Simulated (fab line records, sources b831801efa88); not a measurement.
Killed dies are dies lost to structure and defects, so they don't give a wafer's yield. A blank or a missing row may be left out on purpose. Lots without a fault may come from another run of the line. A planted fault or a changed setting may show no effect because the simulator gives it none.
fab line records | flow sky130
record lots=14 wafers=42 last_day=50
route steps=708 shown METAL1@438 PAD_OPEN@708
lots that met no fault: from a run of the same line without faults
start_h: hours from the record's first day to the start of the lot's first wafer shown | wait_h: hours since the lot's step before | " the same as in the row above | L1.1+2: a row that stands for several wafers | - no value, or no start given | * or withheld: withheld | < > ~ a bound
route shown NAME@n: a module of which the file shows steps, and the number in the route of the first | usual: mean/standard deviation of fault-free wafers | same: alike in all rows | chamber/n: place in a boat | sites: the reading at each site | _std_site: their standard deviation | _edge_site: outer sites' mean less inner sites' | radius_mm: how far each site lies from the wafer's centre | mask NAME#n: copy n | behind: the tool/chamber that last shaped the wafer | hold: why the lot was held/for how many hours/how that ended | device: the transistor (n, p or np) that didn't switch | end of line: the same wafers' tests at the end of the route | a step without rows: its recipe alone | killed: dies lost to structure and defects at the first sort, not the wafer's yield | map: a wafer's dies, x killed, . not, _ none there
set.NAME: the setting as run; set.NAME@STEP: as run at that earlier step | model.NAME: the simulator's own value behind a step, which no gauge read
steps of the route over a sample of lots; a table a step, a row a wafer
## steps
# step SKY_METAL1_SPUTTER_04
# recipe material=TiN target_thk_nm=70 power_w=6500 time_s=58.3 chamber_pressure_pa=0.4
# usual chamber_pressure_pa=0.4000/0.00081 throttle_valve_pct=29.6/0.92
# columns lot.wafer tool chamber start_h wait_h chamber_pressure_pa throttle_valve_pct
L796.3 pvd_sputter-04 - 728.03 0.0 0.4002 27.6
L796.4 " - " " 0.4032 30.5
L796.5 " - " " 0.4010 30.5
L797.1 pvd_sputter-01 - 740.62 0.0 0.3992 30.2
L797.4 " - " " 0.4007 30.2
L797.6 " - " " 0.3986 29.6
L798.1 pvd_sputter-02 - 750.20 0.0 0.3989 29.4
L798.4 " - " " 0.4013 28.7
L798.5 " - " " 0.4008 31.1
L799.1 pvd_sputter-01 - 761.39 0.0 0.3987 30.1
L799.3 " - " " 0.4001 29.8
L799.6 " - " " 0.4010 28.8
L801.2 pvd_sputter-02 - 779.09 0.0 0.4013 29.2
L801.3 " - " " 0.4010 28.7
L801.4 " - " " 0.4004 29.9
L803.3 pvd_sputter-04 - 798.39 0.0 0.4003 27.4
L803.4 " - " " 0.4003 30.3
L803.5 " - " " 0.4004 30.3
L806.2 pvd_sputter-04 - 815.34 0.0 0.4009 30.6
L806.3 " - " " 0.4011 27.1
L806.4 " - " " 0.3992 30.3
L807.2 pvd_sputter-04 - 823.39 0.0 0.3998 30.4
L807.3 " - " " 0.3995 27.3
L807.6 " - " " 0.4009 30.5
L809.2 pvd_sputter-01 - 842.14 0.0 0.3998 30.2
L809.5 " - " " 0.4000 29.5
L809.6 " - " " 0.4005 30.2
L810.2 pvd_sputter-01 - 850.75 0.0 0.3794 31.0
L810.4 " - " " 0.3792 29.7
L810.6 " - " " 0.3798 29.7
L812.3 pvd_sputter-02 - 858.02 0.0 0.3994 28.9
L812.5 " - " " 0.3991 29.7
L812.6 " - " " 0.4004 30.7
L813.1 pvd_sputter-01 - 873.05 0.0 0.3800 30.7
L813.3 " - " " 0.3801 30.5
L813.4 " - " " 0.3793 30.6
L815.1 pvd_sputter-02 - 883.63 0.0 0.3998 29.9
L815.4 " - " " 0.3991 30.0
L815.5 " - " " 0.4011 28.8
L817.4 pvd_sputter-04 - 901.60 0.0 0.3996 30.2
L817.5 " - " " 0.3995 30.4
L817.6 " - " " 0.3987 27.6
# step SKY_PAD_OPEN_PROBE_99
# usual defect_limited_yield=82.5/1.7 killed_at_M0_to_M3=43/6.7 killed_at_M4_up=3.2/1.8 killed_at_contacts=24/4.8 killed_at_front_end=16/4.2 killed_at_other=0.3/0.56 killed_dies=86/8.5 killed_open=47/6.7 killed_short=39/6 sort_bin_3_pad_short=0.9/0.45 sort_bin_5_function=10.3/1.6 sort_bin_6_memory=6.3/1 sort_n_pass=406/8.5 sort_yield_pct=82.5/1.7
# same gross_dies=492 killed_at_back_side=0 sort_bin_4_leakage[%]=0 sort_bin_8_speed[%]=0
# columns lot.wafer tool chamber start_h wait_h defect_limited_yield[%] killed_at_M0_to_M3 killed_at_M4_up killed_at_contacts killed_at_front_end killed_at_other killed_dies killed_open killed_short sort_bin_3_pad_short[%] sort_bin_5_function[%] sort_bin_6_memory[%] sort_n_pass sort_yield_pct[%]
L803.3 prober-02 - 1121.00 0.2 82.1 49 3 16 20 0 88 55 33 1.2 10.2 6.5 404 82.1
L803.4 prober-02 - 1121.05 0.2 84.6 38 1 20 17 0 76 40 36 1.2 8.3 5.9 416 84.6
L803.5 prober-02 - 1121.10 0.2 86.0 36 1 21 11 0 69 33 36 1.4 7.5 5.1 423 86.0
L807.2 prober-02 - 1138.50 0.1 82.3 45 6 24 11 1 87 49 37 0.6 10.4 6.7 405 82.3
L807.3 prober-02 - 1138.55 0.2 82.3 40 3 28 15 1 87 48 39 0.4 12.4 4.9 405 82.3
L807.6 prober-02 - 1138.70 0.2 81.1 49 3 24 17 0 93 41 52 1.8 11.2 5.9 399 81.1
L809.2 prober-02 - 1152.00 0.1 78.5 58 4 30 14 0 106 57 49 0.8 13.8 6.9 386 78.5
L809.5 prober-02 - 1152.15 0.2 79.5 54 2 27 18 0 101 53 48 1.8 9.1 9.6 391 79.5
L809.6 prober-02 - 1152.20 0.2 79.9 48 4 25 21 1 99 51 47 2.6 9.8 7.7 393 79.9
# killed by level:class
L803.3 VIA1:geometric_particle:open=12 VIA3:geometric_particle:open=10 LI_CONTACT:geometric_particle:open=7 VIA3:geometric_particle:short=7 CONTACT:geometric_particle:open=6 POLY_GATE:geometric_particle:open=5 VIA1:geometric_particle:short=5 FIELD_ISO:geometric_particle:short=4
L803.4 VIA1:geometric_particle:open=9 METAL2:geometric_particle:short=9 POLY_GATE:geometric_particle:open=7 CONTACT:geometric_particle:open=6 FIELD_ISO:geometric_particle:short=5 VIA2:geometric_particle:open=5 LI_CONTACT:geometric_particle:open=5 CONTACT:geometric_particle:short=5
L803.5 VIA1:geometric_particle:short=10 VIA1:geometric_particle:open=7 LI_CONTACT:geometric_particle:open=6 CONTACT:geometric_particle:open=6 FIELD_ISO:geometric_particle:short=5 LOCAL_INTERCONNECT:geometric_particle:short=5 VIA2:geometric_particle:open=5 METAL2:geometric_particle:short=4
L807.2 VIA1:geometric_particle:open=12 CONTACT:geometric_particle:open=11 VIA2:geometric_particle:open=7 LI_CONTACT:geometric_particle:open=5 LI_CONTACT:geometric_particle:short=5 METAL1:geometric_particle:short=5 VIA3:geometric_particle:open=5 POLY_GATE:geometric_particle:open=4
L807.3 LI_CONTACT:geometric_particle:open=10 CONTACT:geometric_particle:short=8 VIA2:geometric_particle:short=6 VIA2:geometric_particle:open=6 VIA3:geometric_particle:open=6 METAL1:geometric_particle:short=5 CONTACT:geometric_particle:open=5 FIELD_ISO:geometric_particle:open=4
L807.6 VIA1:geometric_particle:open=9 VIA3:geometric_particle:open=8 VIA1:geometric_particle:short=6 LOCAL_INTERCONNECT:geometric_particle:short=6 METAL1:geometric_particle:short=6 CONTACT:geometric_particle:short=5 VIA2:geometric_particle:short=5 POLY_GATE:geometric_particle:open=4
L809.2 CONTACT:geometric_particle:open=10 VIA2:geometric_particle:open=9 VIA1:geometric_particle:open=9 METAL2:geometric_particle:short=8 VIA3:geometric_particle:open=8 LI_CONTACT:geometric_particle:open=7 METAL3:geometric_particle:short=7 CONTACT:geometric_particle:short=6
L809.5 VIA1:geometric_particle:open=14 VIA2:geometric_particle:open=11 LI_CONTACT:geometric_particle:open=9 VIA1:geometric_particle:short=7 LOCAL_INTERCONNECT:geometric_particle:short=6 CONTACT:geometric_particle:short=5 FIELD_ISO:geometric_particle:short=4 POLY_GATE:geometric_particle:short=4
L809.6 VIA1:geometric_particle:open=11 LI_CONTACT:geometric_particle:open=7 VIA3:geometric_particle:open=6 FIELD_ISO:geometric_particle:open=5 VIA2:geometric_particle:open=5 LOCAL_INTERCONNECT:geometric_particle:short=5 CONTACT:geometric_particle:short=5 CONTACT:geometric_particle:open=5
## key
first_sign step=SKY_METAL1_SPUTTER_04 reading=chamber_pressure_pa direction=down sigmas=25 usual=0.4000 struck=0.3796
effect none on later readings
met_at SKY_METAL1_SPUTTER_04
struck_lots L810,L813
onset_between 842.14 850.75
fault kind=process_parameter_drift tool=pvd_sputter-01 chamber=- onset_h=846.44 steps=SKY_METAL1_SPUTTER_04 channel=chamber_pressure_pa offset=-0.020104 shape=step end_h=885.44 acts_in=these_recipes_only stated=0.4
